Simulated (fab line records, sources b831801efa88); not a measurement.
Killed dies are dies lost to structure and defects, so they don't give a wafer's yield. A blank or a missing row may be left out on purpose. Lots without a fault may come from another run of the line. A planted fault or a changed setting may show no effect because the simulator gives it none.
Chamber matching | flow sky130 | SKY_VIA1_CMP_02 on cmp-02: 4 sister chambers
The step polishes SiO2. 24 wafers are shown with their chamber, then 12 later ones without.

WAFERS WITH THEIR CHAMBER
wafer  | chamber | motor_current_A (A)
L074.1 | 3       | 11.4
L074.3 | 1       | 11.5
L074.4 | 0       | 11.4
L076.3 | 0       | 11.0
L076.4 | 3       | 11.7
L076.6 | 0       | 11.6
L077.1 | 3       | 11.9
L077.2 | 2       | 12.5
L077.6 | 2       | 12.4
L084.2 | 2       | 12.3
L084.4 | 3       | 11.7
L084.6 | 1       | 11.3
L085.2 | 2       | 13.2
L085.3 | 1       | 11.4
L085.5 | 1       | 11.1
L086.1 | 1       | 11.3
L086.4 | 0       | 11.8
L086.5 | 0       | 11.4
L087.3 | 2       | 12.3
L087.5 | 1       | 11.6
L087.6 | 0       | 11.7
L089.1 | 3       | 11.7
L089.2 | 0       | 11.0
L089.6 | 3       | 11.6

SIGNATURES (means of the wafers above)
reading         | chamber 0 | chamber 1 | chamber 2 | chamber 3 | scatter within a chamber
motor_current_A | 11.414    | 11.367    | 12.540    | 11.667    | 0.271
Rule: a wafer's distance from a chamber is the root of the sum, over the readings, of the square of ((its reading less the chamber's mean) divided by the reading's scatter). The wafer belongs to the nearest chamber; if the next one is less than 2 further off, it can't be placed. The scatter: the root of (the sum of the squares of (reading less its chamber's mean) over the shown wafers, divided by (wafers less chambers)).

WAFERS WITHOUT THEIR CHAMBER
wafer  | motor_current_A (A)
L091.2 | 10.8
L091.3 | 11.2
L091.4 | 12.1
L092.3 | 11.4
L092.5 | 12.5
L092.6 | 11.4
L094.1 | 11.5
L094.2 | 11.8
L094.4 | 13.5
L096.1 | 11.5
L096.3 | 11.8
L096.5 | 12.6

WHICH CHAMBER EACH WENT THROUGH
wafer  | from the rows above               | in truth
L091.2 | can't be placed: 1 or 0 or 3      | 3
L091.3 | can't be placed: 1 or 0 or 3      | 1
L091.4 | can't be placed: 3 or 2 or 0 or 1 | 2
L092.3 | can't be placed: 0 or 1 or 3      | 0
L092.5 | 2                                 | 2
L092.6 | can't be placed: 0 or 1 or 3      | 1
L094.1 | can't be placed: 0 or 1 or 3      | 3
L094.2 | can't be placed: 3 or 0 or 1      | 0
L094.4 | 2                                 | 2
L096.1 | can't be placed: 0 or 1 or 3      | 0
L096.3 | can't be placed: 3 or 0 or 1      | 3
L096.5 | 2                                 | 2
Placed correctly: 3 of 12. Can't be placed from these rows: 9 (the true chamber is among the candidates in 9). Placed wrongly: 0.
